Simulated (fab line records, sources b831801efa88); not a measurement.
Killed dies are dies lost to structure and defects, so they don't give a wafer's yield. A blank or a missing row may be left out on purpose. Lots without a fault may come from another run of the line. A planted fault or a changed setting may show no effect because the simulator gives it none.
Chamber matching | flow sky130 | SKY_CAPM_CVD_00 on pecvd-02: 3 sister chambers
The step deposits SiO2, target thk 15.5 nm. 3 wafers are shown with their chamber, then 7 later ones without.

WAFERS WITH THEIR CHAMBER
wafer  | chamber | heater_power_w (W)
L087.5 | 0       | 744
L089.1 | 1       | 914
L089.2 | 2       | 699

WAFERS WITHOUT THEIR CHAMBER
wafer  | heater_power_w (W)
L089.4 | 870
L091.1 | 790
L091.3 | 690
L091.5 | 781
L093.1 | 910
L093.2 | 639
L093.3 | 776

WHICH CHAMBER EACH WENT THROUGH
wafer  | from the rows above     | in truth
L089.4 | 1                       | 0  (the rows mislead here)
L091.1 | can't be placed: 0 or 2 | 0
L091.3 | can't be placed: 2 or 0 | 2
L091.5 | can't be placed: 0 or 2 | 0
L093.1 | 1                       | 1
L093.2 | can't be placed: 2 or 0 | 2
L093.3 | can't be placed: 0 or 2 | 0
Placed correctly: 1 of 7. Can't be placed from these rows: 5 (the true chamber is among the candidates in 5). Placed wrongly: 1.
How it was worked out, from the rows above alone: a wafer's distance from a chamber is the root of the sum, over the readings, of the square of ((its reading less the chamber's mean) divided by the reading's scatter). The wafer belongs to the nearest chamber; if the next one is less than 2 further off, it can't be placed. A chamber's mean is the mean of its shown wafers. The scatter: with one shown wafer a chamber, the root of the mean of the squares of how far each hidden wafer lies from its nearest shown one.
